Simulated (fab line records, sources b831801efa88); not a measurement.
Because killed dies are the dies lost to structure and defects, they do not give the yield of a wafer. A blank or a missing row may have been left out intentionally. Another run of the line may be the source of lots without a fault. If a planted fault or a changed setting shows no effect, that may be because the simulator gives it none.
fab line records | flow gf180mcu
record: lots: 5 wafers: 15 lastDay: 34
route steps=602 shown M2@363 V2@382
lots that met no fault: from a run of the same line without faults
startH: the number of hours between the record's first day and the start of the first shown wafer of the lot | waitH: hours since the lot's step before | " the same as in the row above | L1.1+2: a single row standing in for several wafers | - no value, or no start given | * or withheld: withheld | < > ~ a bound
route shown NAME@n: NAME is a module with steps in the file, n the number in the route of the first one | usual: mean and standard deviation over wafers with no fault | same: alike in all rows | chamber/n: place in a boat | sites: the reading at each site | _std_site: the values' standard deviation | _edge_site: outer sites' mean less inner sites' | radiusMm: how far each site lies from the wafer's centre | mask NAME#n: copy n | behind: the tool/chamber that last shaped the wafer | hold: what put the lot on hold/how long, in hours/how the hold closed | device: the transistor (n, p or np) that didn't switch | end of line: the same wafers' tests at the end of the route | where a step has no rows: the recipe by itself | killed: count of dies lost to structure and defects at first sort (not the wafer's yield) | map: dies across one wafer; x = killed, . = not, _ = none there
set.NAME: the setting the step ran with; set.NAME@STEP: the setting that earlier step ran with | model.NAME: the simulator's own value behind a step, which no gauge read
a table for each step, a row for each wafer; lots at some steps of the route
services: from which hour (startH, from the record's first day; less than 0 if before it) a tool's chamber was out of use, for how many hours, and why
== steps ==
step: GF_M2_SPUTTER_01
recipe: material: TiN targetThkNm: 30 powerW: 6500 timeS: 25 chamberPressurePa: 0.4
usual: throttleValvePct: 30.1/0.82
same: timeS: 25
columns lot.wafer tool chamber startH waitH throttleValvePct
L091.1 pvdSputter-02 - 574.66 0.1 28.8
L091.3 " - " " 29.6
L091.6 " - " " 29.5
L092.1 pvdSputter-02 - 575.65 0.1 30.0
L092.2 " - " " 29.5
L092.6 " - " " 28.4
L093.1 pvdSputter-03 - 582.55 0.1 29.7
L093.3 " - " " 29.1
L093.4 " - " " 29.5
L094.2 pvdSputter-02 - 591.43 0.1 29.5
L094.5 " - " " 29.3
L094.6 " - " " 30.5
L097.3 pvdSputter-02 - 607.59 0.1 29.7
L097.4 " - " " 30.6
L097.5 " - " " 29.6
step: GF_M2_SPUTTER_02
recipe: material: AlCu targetThkNm: 450 powerW: 10600 timeS: 23.9 chamberPressurePa: 0.4
usual: throttleValvePct: 30.1/0.83
same: timeS: 23.9
columns lot.wafer tool chamber startH waitH throttleValvePct
L091.1 pvdSputter-02 - 574.69 0.0 28.7
L091.3 " - " " 29.8
L091.6 " - " " 29.3
L092.1 pvdSputter-02 - 575.68 0.0 30.4
L092.2 " - " " 29.9
L092.6 " - " " 28.4
L093.1 pvdSputter-03 - 582.58 0.0 29.5
L093.3 " - " " 29.1
L093.4 " - " " 29.4
L094.2 pvdSputter-02 - 591.46 0.0 29.5
L094.5 " - " " 29.6
L094.6 " - " " 30.7
L097.3 pvdSputter-02 - 607.62 0.0 29.6
L097.4 " - " " 30.7
L097.5 " - " " 29.5
step: GF_M2_SPUTTER_03
recipe: material: Ti targetThkNm: 10 substrateTempC: 300 chamberPressurePa: 0.3 powerW: 3000 timeS: 6.7
usual: substrateTempC: 300.02/0.21 throttleValvePct: 30.1/0.84
same: timeS: 6.7
columns lot.wafer tool chamber startH waitH substrateTempC throttleValvePct
L091.1 pvdSputter-02 - 574.72 0.0 300.17 28.5
L091.3 " - " " 299.76 29.7
L091.6 " - " " 300.02 29.7
L092.1 pvdSputter-02 - 575.71 0.0 300.20 30.2
L092.2 " - " " 300.02 29.3
L092.6 " - " " 299.96 28.4
L093.1 pvdSputter-03 - 582.61 0.0 300.09 29.8
L093.3 " - " " 299.59 29.2
L093.4 " - " " 299.95 29.6
L094.2 pvdSputter-02 - 591.49 0.0 299.99 29.4
L094.5 " - " " 299.64 29.6
L094.6 " - " " 300.15 30.5
L097.3 pvdSputter-02 - 607.65 0.0 300.01 29.7
L097.4 " - " " 299.91 30.4
L097.5 " - " " 300.62 29.4
step: GF_M2_SPUTTER_04
recipe: material: TiN targetThkNm: 50 powerW: 6500 timeS: 41.7 chamberPressurePa: 0.4
usual: throttleValvePct: 30.1/0.81
same: timeS: 41.7
columns lot.wafer tool chamber startH waitH throttleValvePct
L091.1 pvdSputter-02 - 574.74 0.0 28.5
L091.3 " - " " 29.4
L091.6 " - " " 29.7
L092.1 pvdSputter-02 - 575.73 0.0 30.0
L092.2 " - " " 29.7
L092.6 " - " " 28.8
L093.1 pvdSputter-03 - 582.63 0.0 29.5
L093.3 " - " " 29.6
L093.4 " - " " 29.6
L094.2 pvdSputter-02 - 591.51 0.0 29.5
L094.5 " - " " 29.7
L094.6 " - " " 30.6
L097.3 pvdSputter-02 - 607.67 0.0 29.5
L097.4 " - " " 30.8
L097.5 " - " " 29.6
step: GF_M2_RS_MEAS_05
recipe: thkMeasGauge: four-point-probe reads: TiN_of_M2_SPUTTER_04+Ti_of_M2_SPUTTER_03+AlCu_of_M2_SPUTTER_02+TiN_of_M2_SPUTTER_01+Ti_of_M2_SPUTTER_00
usual: M2_ALCU_RS: 0.0698/0.00087
columns lot.wafer tool chamber startH waitH M2_ALCU_RS[ohm/sq]
L091.1 filmMetro-03 - 574.78 0.0 0.0690
L091.3 " - " " 0.0684
L091.6 " - " " 0.0686
L092.1 filmMetro-03 - 575.77 0.0 0.0696
L092.2 " - " " 0.0688
L092.6 " - " " 0.0690
L093.1 filmMetro-02 - 582.67 0.0 0.0695
L093.3 " - " " 0.0686
L093.4 " - " " 0.0697
L094.2 filmMetro-03 - 591.57 0.0 0.0694
L094.5 " - " " 0.0701
L094.6 " - " " 0.0700
L097.3 filmMetro-04 - 607.75 0.1 0.0694
L097.4 " - " " 0.0691
L097.5 " - " " 0.0692
step: GF_M2_THK_MEAS_06
recipe: thkMeasGauge: xrf reads: AlCu_of_M2_SPUTTER_02
usual: M2_ALCU_THK: 455/6
columns lot.wafer tool chamber startH waitH M2_ALCU_THK[nm]
L091.1 filmMetro-03 - 574.90 0.1 457
L091.3 " - " " 463
L091.6 " - " " 456
L092.1 filmMetro-03 - 575.89 0.1 451
L092.2 " - " " 458
L092.6 " - " " 456
L093.1 filmMetro-02 - 582.79 0.1 458
L093.3 " - " " 466
L093.4 " - " " 458
L094.2 filmMetro-03 - 591.68 0.1 456
L094.5 " - " " 452
L094.6 " - " " 451
L097.3 filmMetro-04 - 607.85 0.1 462
L097.4 " - " " 460
L097.5 " - " " 461
step: GF_M2_DEHYDRATE_07
recipe: tempC: 200 timeS: 60
same: timeS: 60
columns lot.wafer tool chamber startH waitH
L091.1+3+6 lithoTrack-04 0 584.23 9.3
L092.1+2+6 lithoTrack-02 0 585.67 9.8
L093.1+3+4 lithoTrack-02 0 593.02 10.2
L094.2+5+6 lithoTrack-04 0 601.26 9.6
L097.3+4+5 lithoTrack-02 0 618.32 10.5
step: GF_M2_HMDS_08
recipe: primeTimeS: 60 primeTempC: 120
columns lot.wafer tool chamber startH waitH
L091.1+3+6 lithoTrack-04 0 584.38 0.1
L092.1+2+6 lithoTrack-02 0 585.82 0.1
L093.1+3+4 lithoTrack-02 0 593.17 0.1
L094.2+5+6 lithoTrack-04 0 601.41 0.1
L097.3+4+5 lithoTrack-02 0 618.47 0.1
step: GF_M2_COAT_09
recipe: resist: KrF spinRpm: withheld resistThkNm: 1000
columns lot.wafer tool chamber startH waitH
L091.1+3+6 lithoTrack-04 0 584.53 0.1
L092.1+2+6 lithoTrack-02 0 585.97 0.1
L093.1+3+4 lithoTrack-02 0 593.32 0.1
L094.2+5+6 lithoTrack-04 0 601.56 0.1
L097.3+4+5 lithoTrack-02 0 618.62 0.1
step: GF_M2_SOFTBAKE_10
recipe: tempC: 130 timeS: 60 resist: KrF
same: timeS: 60
columns lot.wafer tool chamber startH waitH
L091.1+3+6 lithoTrack-04 0 584.68 0.1
L092.1+2+6 lithoTrack-02 0 586.12 0.1
L093.1+3+4 lithoTrack-02 0 593.47 0.1
L094.2+5+6 lithoTrack-04 0 601.71 0.1
L097.3+4+5 lithoTrack-02 0 618.77 0.1
step: GF_M2_EXPOSE_11
recipe: maskId: Metal2 targetCdNm: 280 na: 0.68 sourceShape: conventional sigmaOuter: 0.6 doseMj: 28
usual: reticleTempC: 22.98/0.1
columns lot.wafer tool chamber startH waitH mask reticleTempC
L091.1 krfScanner-02 0 - - Metal2#0 23.10
L091.3 " 0 " " Metal2#0 22.99
L091.6 " 0 " " Metal2#0 22.98
L092.1 krfScanner-01 0 - - Metal2#0 22.95
L092.2 " 0 " " Metal2#0 22.91
L092.6 " 0 " " Metal2#0 22.94
L093.1 krfScanner-02 0 - - Metal2#0 22.96
L093.3 " 0 " " Metal2#0 22.91
L093.4 " 0 " " Metal2#0 22.89
L094.2 krfScanner-02 0 - - Metal2#0 22.91
L094.5 " 0 " " Metal2#0 23.05
L094.6 " 0 " " Metal2#0 22.91
L097.3 krfScanner-01 0 - - Metal2#0 23.14
L097.4 " 0 " " Metal2#0 23.08
L097.5 " 0 " " Metal2#0 23.20
step: GF_M2_PEB_12
recipe: pebTempC: 135 pebTimeS: 90 resist: KrF
columns lot.wafer tool chamber startH waitH
L091.1+3+6 lithoTrack-04 0 - -
L092.1+2+6 lithoTrack-02 0 - -
L093.1+3+4 lithoTrack-02 0 - -
L094.2+5+6 lithoTrack-02 0 - -
L097.3+4+5 lithoTrack-02 0 - -
step: GF_M2_DEVELOP_13
recipe: developTimeS: 60 devTempC: 20.38
columns lot.wafer tool chamber startH waitH
L091.1+3+6 lithoTrack-04 0 595.03 0.2
L092.1+2+6 lithoTrack-02 0 596.87 0.2
L093.1+3+4 lithoTrack-02 0 603.67 0.2
L094.2+5+6 lithoTrack-02 0 612.29 0.2
L097.3+4+5 lithoTrack-02 0 628.27 0.1
step: GF_M2_CD_MEAS_14
recipe: targetCdNm: 280
usual: cdNm: 279.8/1.1
columns lot.wafer tool chamber startH waitH cdNm
L091.1 cdSem-01 - 595.18 0.1 280.7
L091.3 " - " " 279.6
L091.6 " - " " 280.7
L092.1 cdSem-01 - 597.02 0.1 280.4
L092.2 " - " " 280.9
L092.6 " - " " 281.2
L093.1 cdSem-02 - 603.82 0.1 279.6
L093.3 " - " " 279.2
L093.4 " - " " 279.2
L094.2 cdSem-01 - 612.44 0.1 279.1
L094.5 " - " " 279.0
L094.6 " - " " 279.6
L097.3 cdSem-01 - 628.41 0.1 280.8
L097.4 " - " " 282.0
L097.5 " - " " 281.2
step: GF_M2_OVL_MEAS_15
usual: M2_OVL: -1/5.5
columns lot.wafer tool chamber startH waitH M2_OVL[nm]
L091.1 overlay-01 - 595.30 0.1 -3
L091.3 " - " " -4
L091.6 " - " " 4
L092.1 overlay-02 - 597.14 0.1 7
L092.2 " - " " -6
L092.6 " - " " 1
L093.1 overlay-02 - 603.94 0.1 -4
L093.3 " - " " -5
L093.4 " - " " -6
L094.2 overlay-01 - 612.54 0.1 -8
L094.5 " - " " -8
L094.6 " - " " -3
L097.3 overlay-01 - 628.50 0.1 -8
L097.4 " - " " 0
L097.5 " - " " -4
step: GF_M2_METAL_ETCH_16
recipe: chemistry: Cl2/BCl3 maskMaterial: KrF targetDepthNm: 627.5 stopOn: SiO2 pressureMtorr: 8 icpW: 800 biasW: 140 Cl2_flow_sccm: 80 bcl3FlowSccm: 40 timeS: 104.6
usual: bcl3FlowSccm: 40.01/0.14 drypumpMotorCurrentA: 5.7/0.46 oesProductAu: 0.969/0.0064 rfFwdPowerW: 795/3.2 throttleValvePct: 28.253/0.011
same: timeS: 104.6
columns lot.wafer tool chamber startH waitH bcl3FlowSccm drypumpMotorCurrentA oesProductAu rfFwdPowerW rfHoursCounterH throttleValvePct
L091.1 rieMetal-01 1 595.34 0.0 39.94 6.0 0.970 801 1 28.253
L091.3 " 1 " " 40.02 6.0 0.981 799 - 28.244
L091.6 " 1 " " 39.88 6.0 0.975 800 - 28.238
L092.1 rieMetal-04 1 597.17 0.0 39.92 4.8 0.977 801 2 28.252
L092.2 " 0 " " 40.08 6.0 0.974 787 9 28.232
L092.6 " 1 " " 39.92 4.8 0.970 799 - 28.248
L093.1 rieMetal-03 1 603.97 0.0 40.02 5.7 0.961 793 9 28.258
L093.3 " 0 " " 39.97 5.9 0.968 794 - 28.253
L093.4 " 1 " " 40.20 5.7 0.967 797 - 28.255
L094.2 rieMetal-04 0 612.57 0.0 39.91 6.0 0.966 792 10 28.256
L094.5 " 1 " " 40.03 4.8 0.968 798 - 28.265
L094.6 " 0 " " 40.15 6.0 0.966 791 - 28.251
L097.3 rieMetal-03 0 628.56 0.1 39.92 5.9 0.974 794 - 28.256
L097.4 " 1 " " 40.16 5.7 0.970 799 - 28.258
L097.5 " 0 " " 39.96 5.9 0.972 796 - 28.251
step: GF_M2_STRIP_17
recipe: chemistry: O2/N2 powerW: 1400 pressureMtorr: 1500 platenTempC: 250 o2FlowSccm: 3000 n2FlowSccm: 300 overashFraction: 0.5
usual: drypumpMotorCurrentA: 5.6/0.45 heaterPowerW: 351/29 oesProductAu: 0.559/0.0049 stripTimeToEndpointS: 7.89/0.041
columns lot.wafer tool chamber startH waitH drypumpMotorCurrentA heaterPowerW oesProductAu rfHoursCounterH stripTimeToEndpointS
L091.1 plasmaAsher-02 1 595.45 0.1 5.5 357 0.565 49 7.81
L091.3 " 0 " " 6.1 429 0.553 - 7.84
L091.6 " 0 " " 6.0 417 0.561 - 7.85
L092.1 plasmaAsher-01 1 597.29 0.1 5.9 350 0.559 17 7.78
L092.2 " 0 " " 4.8 335 0.563 17 7.86
L092.6 " 1 " " 5.9 336 0.557 - 7.84
L093.1 plasmaAsher-02 0 604.09 0.1 6.0 423 0.556 50 7.96
L093.3 " 1 " " 5.5 355 0.554 - 7.90
L093.4 " 0 " " 6.1 418 0.560 - 7.96
L094.2 plasmaAsher-04 1 612.69 0.1 5.7 321 0.564 96 7.93
L094.5 " 1 " " 5.8 332 0.561 - 7.90
L094.6 " 0 " " 5.8 338 0.560 - 7.92
L097.3 plasmaAsher-04 1 628.67 0.1 5.7 331 0.553 - 7.89
L097.4 " 0 " " 5.8 349 0.568 - 7.95
L097.5 " 0 " " 5.8 352 0.560 - 7.92
step: GF_M2_STRIP_18
recipe: chemistry: postEtchResidueRemover timeS: 1200 tempC: 72.5
same: timeS: 1200
columns lot.wafer tool chamber startH waitH
L091.1+3+6 wetBench-03 3 595.55 0.1
L092.1+2+6 wetBench-02 1 597.39 0.1
L093.1+3+4 wetBench-01 1 604.19 0.1
L094.2+5+6 wetBench-02 1 612.79 0.1
L097.3+4+5 wetBench-03 2 628.74 0.0
step: GF_M2_CLEAN_19
recipe: chemistry: DIW dry: n2Spin
columns lot.wafer tool chamber startH waitH
L091.1+3+6 wetBench-02 2 595.89 0.0
L092.1+2+6 wetBench-03 2 597.73 0.0
L093.1+3+4 wetBench-02 1 604.53 0.0
L094.2+5+6 wetBench-03 0 613.16 0.0
L097.3+4+5 wetBench-01 0 629.08 0.0
step: GF_V2_CVD_00
recipe: material: SiO2 targetThkNm: 600 sigmaOpenFrac: 0.3 tempC: 400 timeS: 100 sih4FlowSccm: 60 pressureMtorr: 6
same: timeS: 100
columns lot.wafer tool chamber startH waitH
L091.1+3+6 hdpcvd-02 0,1,0 595.99 0.0
L092.1+2+6 hdpcvd-01 0,1,2 597.82 0.0
L093.1+3+4 hdpcvd-02 0,1,2 604.62 0.0
L094.2+5+6 hdpcvd-01 1,0,1 613.25 0.0
L097.3+4+5 hdpcvd-02 2,0,2 629.17 0.0
step: GF_V2_THK_MEAS_01
recipe: reads: SiO2_of_V2_CVD_00
usual: V2_CVD_00_THK: 600/6.1
columns lot.wafer tool chamber startH waitH V2_CVD_00_THK[nm]
L091.1 filmMetro-01 - 596.06 0.0 601
L091.3 " - " " 597
L091.6 " - " " 604
L092.1 filmMetro-04 - 597.89 0.0 596
L092.2 " - " " 600
L092.6 " - " " 597
L093.1 filmMetro-04 - 604.69 0.0 604
L093.3 " - " " 601
L093.4 " - " " 603
L094.2 filmMetro-01 - 613.33 0.0 596
L094.5 " - " " 594
L094.6 " - " " 597
L097.3 filmMetro-04 - 629.26 0.1 606
L097.4 " - " " 607
L097.5 " - " " 604
step: GF_V2_CVD_02
recipe: material: SiO2 targetThkNm: 850 precursor: TEOS tempC: 400 timeS: 94.851 rfW: 600
usual: heaterPowerOuterW: 379/57 heaterPowerW: 662/90 rfFwdPowerW: 596.3/2
same: timeS: 94.851
columns lot.wafer tool chamber startH waitH heaterPowerOuterW heaterPowerW rfFwdPowerW sinceWetCleanH
L091.1 pecvd-04 1 596.12 0.1 445 758 597.5 630
L091.3 " 2 " " 377 609 597.3 630
L091.6 " 2 " " 286 490 599.5 -
L092.1 pecvd-02 2 597.95 0.1 415 665 593.2 423
L092.2 " 1 " " 355 681 596.2 423
L092.6 " 1 " " 387 723 594.8 -
L093.1 pecvd-04 0 604.75 0.1 420 734 596.2 638
L093.3 " 2 " " 296 493 598.7 638
L093.4 " 1 " " 380 668 597.8 -
L094.2 pecvd-01 0 613.38 0.0 264 483 592.8 8
L094.5 " 0 " " 302 561 593.8 -
L094.6 " 1 " " 433 709 598.2 -
L097.3 pecvd-01 1 629.30 0.0 425 715 598.7 24
L097.4 " 2 " " 314 626 597.3 -
L097.5 " 0 " " 341 578 594.9 -
step: GF_V2_THK_MEAS_03
recipe: reads: SiO2_of_V2_CVD_02
usual: V2_CVD_02_THK: 850/10
columns lot.wafer tool chamber startH waitH V2_CVD_02_THK[nm]
L091.1 filmMetro-01 - 596.19 0.0 839
L091.3 " - " " 857
L091.6 " - " " 861
L092.1 filmMetro-04 - 598.02 0.0 834
L092.2 " - " " 843
L092.6 " - " " 853
L093.1 filmMetro-01 - 604.82 0.0 841
L093.3 " - " " 857
L093.4 " - " " 854
L094.2 filmMetro-04 - 613.46 0.0 860
L094.5 " - " " 857
L094.6 " - " " 866
L097.3 filmMetro-01 - 629.39 0.1 835
L097.4 " - " " 857
L097.5 " - " " 864
step: GF_V2_CMP_04
recipe: material: SiO2 downForcePsi: 4 platenRpm: 60 padVelocityMS: 0.94248
usual: motorCurrentA: 12.3/1.2 timeToEndpointS: 81/5.3
columns lot.wafer tool chamber startH waitH motorCurrentA timeToEndpointS
L091.3 cmp-01 3 596.30 0.1 12.1 87
L091.1 " 0 " " 14.0 78
L091.6 " 2 " " 11.1 90
L092.2 cmp-02 0 598.08 0.0 12.6 77
L092.1 " 3 " " 10.5 78
L092.6 " 0 " " 13.1 78
L093.1 cmp-01 3 605.07 0.2 11.7 78
L093.3 " 0 " " 13.8 81
L093.4 " 1 " " 11.9 81
L094.2 cmp-02 0 613.56 0.1 13.0 80
L094.5 " 3 " " 11.0 88
L094.6 " 0 " " 13.6 80
L097.4 cmp-02 3 629.43 0.0 10.9 87
L097.3 " 1 " " 11.8 77
L097.5 " 3 " " 10.5 91
step: GF_V2_BOW_MEAS_05
recipe: mode: bow
usual: V2_BOW: 98/8
columns lot.wafer tool chamber startH waitH V2_BOW[um]
L091.1 filmMetro-01 - 596.55 0.1 107
L091.3 " - " " 101
L091.6 " - " " 112
L092.1 filmMetro-01 - 598.38 0.1 98
L092.2 " - " " 102
L092.6 " - " " 96
L093.1 filmMetro-02 - 605.32 0.2 111
L093.3 " - " " 103
L093.4 " - " " 99
L094.2 filmMetro-02 - 613.83 0.2 92
L094.5 " - " " 95
L094.6 " - " " 105
L097.3 filmMetro-04 - 629.77 0.2 101
L097.4 " - " " 104
L097.5 " - " " 98
step: GF_V2_DEHYDRATE_06
recipe: tempC: 200 timeS: 60
same: timeS: 60
columns lot.wafer tool chamber startH waitH
L091.1+3+6 lithoTrack-03 0 606.06 9.5
L092.1+2+6 lithoTrack-04 0 608.13 9.7
L093.1+3+4 lithoTrack-02 0 615.37 10.0
L094.2+5+6 lithoTrack-03 0 622.93 9.1
L097.3+4+5 lithoTrack-02 0 639.42 9.6
step: GF_V2_HMDS_07
recipe: primeTimeS: 60 primeTempC: 120
columns lot.wafer tool chamber startH waitH
L091.1+3+6 lithoTrack-03 0 606.21 0.1
L092.1+2+6 lithoTrack-04 0 608.28 0.1
L093.1+3+4 lithoTrack-02 0 615.52 0.1
L094.2+5+6 lithoTrack-03 0 623.08 0.1
L097.3+4+5 lithoTrack-02 0 639.57 0.1
step: GF_V2_COAT_08
recipe: resist: BARC tempC: withheld timeS: withheld spinRpm: withheld resistThkNm: withheld
columns lot.wafer tool chamber startH waitH
L091.1+3+6 lithoTrack-03 0 606.36 0.1
L092.1+2+6 lithoTrack-04 0 608.43 0.1
L093.1+3+4 lithoTrack-02 0 615.67 0.1
L094.2+5+6 lithoTrack-03 0 623.23 0.1
L097.3+4+5 lithoTrack-02 0 639.72 0.1
step: GF_V2_COAT_09
recipe: resist: KrF spinRpm: withheld resistThkNm: 1000
columns lot.wafer tool chamber startH waitH
L091.1+3+6 lithoTrack-03 0 - -
L092.1+2+6 lithoTrack-04 0 - -
L093.1+3+4 lithoTrack-02 0 - -
L094.2+5+6 lithoTrack-03 0 - -
L097.3+4+5 lithoTrack-02 0 - -
step: GF_V2_SOFTBAKE_10
recipe: tempC: 130 timeS: 61.03 resist: KrF
usual: plateSensorTCentreC: 131.02/0.0099 plateSensorTEdgeC: 131.21/0.01 softbakeTempC: 130.00/0.14
same: timeS: 61.03
columns lot.wafer tool chamber startH waitH plateSensorTCentreC plateSensorTEdgeC softbakeTempC
L091.1 lithoTrack-03 0 - - 131.01 131.21 130.01
L091.3 " 0 " " 131.01 131.22 130.13
L091.6 " 0 " " 131.01 131.22 130.05
L092.1 lithoTrack-04 0 - - 131.02 131.22 130.00
L092.2 " 0 " " 131.02 131.22 129.94
L092.6 " 0 " " 131.02 131.21 129.99
L093.1 lithoTrack-02 0 - - 131.02 131.19 130.10
L093.3 " 0 " " 131.03 131.2 129.84
L093.4 " 0 " " 131 131.22 129.87
L094.2 lithoTrack-03 0 - - 131.02 131.21 130.00
L094.5 " 0 " " 131.01 131.2 130.09
L094.6 " 0 " " 131.02 131.21 130.09
L097.3 lithoTrack-02 0 - - 131.01 131.2 129.70
L097.4 " 0 " " 131.01 131.2 130.06
L097.5 " 0 " " 131.01 131.2 130.03
step: GF_V2_EXPOSE_11
recipe: maskId: Via2 targetCdNm: 260 na: 0.68 sourceShape: conventional sigmaOuter: 0.6 doseMj: 38
usual: reticleTempC: 23.01/0.1
columns lot.wafer tool chamber startH waitH mask reticleTempC
L091.1 krfScanner-02 0 - - Via2#0 22.90
L091.3 " 0 " " Via2#0 22.72
L091.6 " 0 " " Via2#0 22.75
L092.1 krfScanner-02 0 - - Via2#0 23.12
L092.2 " 0 " " Via2#0 23.06
L092.6 " 0 " " Via2#0 23.19
L093.1 krfScanner-02 0 - - Via2#0 23.02
L093.3 " 0 " " Via2#0 22.93
L093.4 " 0 " " Via2#0 23.00
L094.2 krfScanner-02 0 - - Via2#0 23.04
L094.5 " 0 " " Via2#0 23.12
L094.6 " 0 " " Via2#0 23.02
L097.3 krfScanner-01 0 - - Via2#0 22.89
L097.4 " 0 " " Via2#0 22.83
L097.5 " 0 " " Via2#0 22.91
step: GF_V2_PEB_12
recipe: pebTempC: 135 pebTimeS: 90 resist: KrF
columns lot.wafer tool chamber startH waitH
L091.1+3+6 lithoTrack-02 0 - -
L092.1+2+6 lithoTrack-02 0 - -
L093.1+3+4 lithoTrack-04 0 - -
L094.2+5+6 lithoTrack-04 0 - -
L097.3+4+5 lithoTrack-02 0 - -
step: GF_V2_DEVELOP_13
recipe: developTimeS: 60 resist: KrF devTempC: 21
columns lot.wafer tool chamber startH waitH
L091.1+3+6 lithoTrack-02 0 617.22 0.2
L092.1+2+6 lithoTrack-02 0 619.67 0.2
L093.1+3+4 lithoTrack-04 0 625.43 0.2
L094.2+5+6 lithoTrack-04 0 633.81 0.2
L097.3+4+5 lithoTrack-02 0 649.37 0.1
step: GF_V2_CD_MEAS_14
recipe: targetCdNm: 260
usual: cdNm: 259.8/1.5
columns lot.wafer tool chamber startH waitH cdNm
L091.1 cdSem-02 - 617.37 0.1 258.8
L091.3 " - " " 257.9
L091.6 " - " " 259.0
L092.1 cdSem-01 - 619.82 0.1 259.4
L092.2 " - " " 259.7
L092.6 " - " " 258.5
L093.1 cdSem-02 - 625.58 0.1 259.8
L093.3 " - " " 260.0
L093.4 " - " " 259.9
L094.2 cdSem-01 - 633.95 0.1 258.4
L094.5 " - " " 258.3
L094.6 " - " " 259.2
L097.3 cdSem-01 - 649.51 0.1 259.1
L097.4 " - " " 259.7
L097.5 " - " " 258.7
step: GF_V2_OVL_MEAS_15
usual: V2_OVL: 0/4.6
columns lot.wafer tool chamber startH waitH V2_OVL[nm]
L091.1 overlay-01 - 617.50 0.1 -5
L091.3 " - " " -8
L091.6 " - " " -4
L092.1 overlay-01 - 619.94 0.1 -1
L092.2 " - " " 6
L092.6 " - " " 1
L093.1 overlay-02 - 625.70 0.1 -8
L093.3 " - " " -6
L093.4 " - " " -9
L094.2 overlay-01 - 634.06 0.1 4
L094.5 " - " " 6
L094.6 " - " " 7
L097.3 overlay-02 - 649.60 0.1 -5
L097.4 " - " " -5
L097.5 " - " " -3
step: GF_V2_ETCH_16
recipe: chemistry: N2/H2 targetDepthA: withheld overetchA: withheld timeS: withheld target: BARC ionEnergyEv: 200 sourceW: 500 biasW: 100 pressureMtorr: 30 n2FlowSccm: 100 h2FlowSccm: 200
usual: drypumpMotorCurrentA: 5.8/0.44 oesProductAu: 0.854/0.0052 rfFwdPowerW: 495.7/2 throttleValvePct: 13.224/0.0089
columns lot.wafer tool chamber startH waitH drypumpMotorCurrentA oesProductAu rfFwdPowerW throttleValvePct
L091.1 rieDiel-04 2 617.54 0.0 5.5 0.853 498.3 13.210
L091.3 " 1 " " 5.2 0.862 494.9 13.212
L091.6 " 1 " " 5.2 0.852 494.1 13.225
L092.1 rieDiel-02 0 619.97 0.0 5.3 0.850 498.0 13.224
L092.2 " 2 " " 5.4 0.851 498.2 13.219
L092.6 " 1 " " 6.1 0.859 496.3 13.228
L093.1 rieDiel-01 3 625.74 0.0 6.3 0.849 493.7 13.222
L093.3 " 2 " " 6.6 0.851 497.2 13.224
L093.4 " 0 " " 5.6 0.847 493.9 13.220
L094.2 rieDiel-02 0 634.09 0.0 5.3 0.857 496.3 13.215
L094.5 " 0 " " 5.2 0.856 497.4 13.226
L094.6 " 3 " " 6.3 0.852 498.2 13.220
L097.3 rieDiel-02 3 649.62 0.0 6.3 0.849 498.3 13.232
L097.4 " 0 " " 5.3 0.852 496.0 13.224
L097.5 " 0 " " 5.3 0.853 498.4 13.219
step: GF_V2_ETCH_17
recipe: chemistry: C4F8/O2/Ar maskMaterial: KrF target: SiO2 stopOn: TiN sourceW: 1500 biasW: 1200 pressureMtorr: 40 c4f8FlowSccm: withheld O2_flow_sccm: 6 Ar_flow_sccm: 300 timeS: withheld targetDepthA: 6300
usual: oesProductAu: 0.856/0.0046 rfFwdPowerW: 1494/4.7
columns lot.wafer tool chamber startH waitH oesProductAu rfFwdPowerW
L091.1 rieDiel-04 2 - - 0.857 1496
L091.3 " 1 " " 0.856 1492
L091.6 " 1 " " 0.854 1499
L092.1 rieDiel-02 0 - - 0.859 1494
L092.2 " 2 " " 0.848 1493
L092.6 " 1 " " 0.855 1487
L093.1 rieDiel-01 3 - - 0.854 1497
L093.3 " 2 " " 0.856 1498
L093.4 " 0 " " 0.857 1499
L094.2 rieDiel-02 0 - - 0.847 1492
L094.5 " 0 " " 0.856 1497
L094.6 " 3 " " 0.858 1483
L097.3 rieDiel-02 3 - - 0.858 1493
L097.4 " 0 " " 0.856 1491
L097.5 " 0 " " 0.857 1496
step: GF_V2_STRIP_18
recipe: chemistry: O2/N2 powerW: 1400 pressureMtorr: 1500 platenTempC: 250 o2FlowSccm: 3000 n2FlowSccm: 300 overashFraction: 0.5
usual: drypumpMotorCurrentA: 5.72/0.15 heaterPowerW: 357/29 oesProductAu: 0.591/0.0047
columns lot.wafer tool chamber startH waitH drypumpMotorCurrentA heaterPowerW oesProductAu rfHoursCounterH
L091.1 plasmaAsher-02 1 617.67 - 5.51 349 0.589 51
L091.3 " 1 " " 5.49 342 0.592 -
L091.6 " 0 " " 6.05 418 0.597 -
L092.1 plasmaAsher-04 1 620.10 - 5.72 330 0.590 97
L092.2 " 0 " " 5.82 340 0.590 97
L092.6 " 1 " " 5.70 326 0.591 -
L093.1 plasmaAsher-03 1 625.87 - 5.67 349 0.589 88
L093.3 " 0 " " 5.57 396 0.600 -
L093.4 " 1 " " 5.66 350 0.594 -
L094.2 plasmaAsher-03 1 634.22 - 5.67 350 0.593 89
L094.5 " 0 " " 5.60 383 0.584 -
L094.6 " 1 " " 5.66 348 0.596 -
L097.3 plasmaAsher-02 1 649.79 - 5.51 344 0.595 -
L097.4 " 0 " " 6.03 421 0.589 -
L097.5 " 0 " " 6.03 417 0.582 -
step: GF_V2_STRIP_19
recipe: chemistry: postEtchResidueRemover timeS: 1200 tempC: 72.5
same: timeS: 1200
columns lot.wafer tool chamber startH waitH
L091.1+3+6 wetBench-03 0 617.77 0.1
L092.1+2+6 wetBench-04 0 620.20 0.1
L093.1+3+4 wetBench-01 1 625.97 0.1
L094.2+5+6 wetBench-04 0 634.32 0.1
L097.3+4+5 wetBench-01 2 649.85 0.0
== services ==
columns tool chamber startH hours kind
cmp-01 - 553.75 0.6 repair
cmp-02 - 557.88 10.2 repair
plasmaAsher-04 - 561.60 0.8 repair
wetBench-01 - 565.39 3.4 repair
krfScanner-01 - 566.82 4.0 pm
cmp-01 - 573.41 4.0 pm
rieDiel-04 3 573.80 8.5 repair
hdpcvd-01 - 573.97 2.0 repair
cmp-02 - 580.02 5.0 pm
wetBench-04 - 580.15 1.1 repair
wetBench-01 - 588.46 0.5 repair
hdpcvd-01 - 588.83 6.0 pm
pecvd-01 - 591.12 14.0 pm
krfScanner-01 - 595.82 0.7 repair
krfScanner-02 - 596.54 0.8 pm
rieDiel-04 1 597.05 5.4 repair
pecvd-04 - 597.72 2.1 repair
plasmaAsher-02 - 612.36 1.2 repair
rieMetal-04 - 615.38 1.4 pm
rieMetal-04 - 616.78 2.8 pm
rieDiel-02 3 617.39 4.3 repair
krfScanner-02 - 619.12 1.3 pm
pvdSputter-03 - 634.71 5.6 repair
rieDiel-04 1 638.99 1.8 repair
== key ==
fault none
